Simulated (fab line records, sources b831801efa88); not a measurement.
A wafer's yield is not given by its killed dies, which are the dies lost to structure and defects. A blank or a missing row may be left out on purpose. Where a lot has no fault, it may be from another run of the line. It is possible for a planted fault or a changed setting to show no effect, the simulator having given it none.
Chamber matching || flow sky130 || 4 sister chambers for SKY_VIA4_CMP_02 on cmp-02
The step polishes SiO2. 8 wafers are shown with their chamber, then 12 later ones without.

== EACH WAFER AND ITS CHAMBER ==
{"wafer": "L079.5", "chamber": 1, "motorCurrentA (A)": 10.9}
{"wafer": "L081.4", "chamber": 2, "motorCurrentA (A)": 9.8}
{"wafer": "L081.5", "chamber": 0, "motorCurrentA (A)": 11.8}
{"wafer": "L082.1", "chamber": 0, "motorCurrentA (A)": 12.3}
{"wafer": "L082.3", "chamber": 2, "motorCurrentA (A)": 10.1}
{"wafer": "L085.3", "chamber": 3, "motorCurrentA (A)": 14.6}
{"wafer": "L085.4", "chamber": 1, "motorCurrentA (A)": 10.7}
{"wafer": "L085.6", "chamber": 3, "motorCurrentA (A)": 14.5}

== WAFERS WITHOUT THEIR CHAMBER ==
{"wafer": "L089.1", "motorCurrentA (A)": 10.1}
{"wafer": "L089.5", "motorCurrentA (A)": 14.0}
{"wafer": "L089.6", "motorCurrentA (A)": 10.6}
{"wafer": "L090.2", "motorCurrentA (A)": 11.6}
{"wafer": "L090.3", "motorCurrentA (A)": 10.3}
{"wafer": "L090.4", "motorCurrentA (A)": 14.2}
{"wafer": "L092.1", "motorCurrentA (A)": 14.5}
{"wafer": "L092.3", "motorCurrentA (A)": 9.8}
{"wafer": "L092.6", "motorCurrentA (A)": 13.9}
{"wafer": "L097.2", "motorCurrentA (A)": 14.1}
{"wafer": "L097.4", "motorCurrentA (A)": 11.0}
{"wafer": "L097.6", "motorCurrentA (A)": 14.9}

== EACH ONE'S CHAMBER ==
{"wafer": "L089.1", "from the rows above": 2, "in truth": 2}
{"wafer": "L089.5", "from the rows above": 3, "in truth": 3}
{"wafer": "L089.6", "from the rows above": 1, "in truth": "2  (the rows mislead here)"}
{"wafer": "L090.2", "from the rows above": "can't be placed: 0 or 1", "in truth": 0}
{"wafer": "L090.3", "from the rows above": "can't be placed: 2 or 1", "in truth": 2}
{"wafer": "L090.4", "from the rows above": 3, "in truth": 3}
{"wafer": "L092.1", "from the rows above": 3, "in truth": 3}
{"wafer": "L092.3", "from the rows above": 2, "in truth": 2}
{"wafer": "L092.6", "from the rows above": 3, "in truth": 3}
{"wafer": "L097.2", "from the rows above": 3, "in truth": 3}
{"wafer": "L097.4", "from the rows above": 1, "in truth": 1}
{"wafer": "L097.6", "from the rows above": 3, "in truth": 3}
Placed correctly: 9 of 12. Cannot be placed on the basis of these rows: 2; the candidates contain the true chamber in 2. Number placed wrongly: 1.
How it was worked out, from the rows above alone: a wafer's distance from a chamber is the root of the sum, over the readings, of the square of ((its reading less the chamber's mean) divided by the reading's scatter). If the next closest chamber is less than 2 further off than the closest, the wafer can't be placed; otherwise it belongs to the closest. A chamber's mean is the mean of its shown wafers. The scatter: take each reading less its chamber's mean, square it, sum over the shown wafers, divide by the number of wafers less the number of chambers, and take the root.
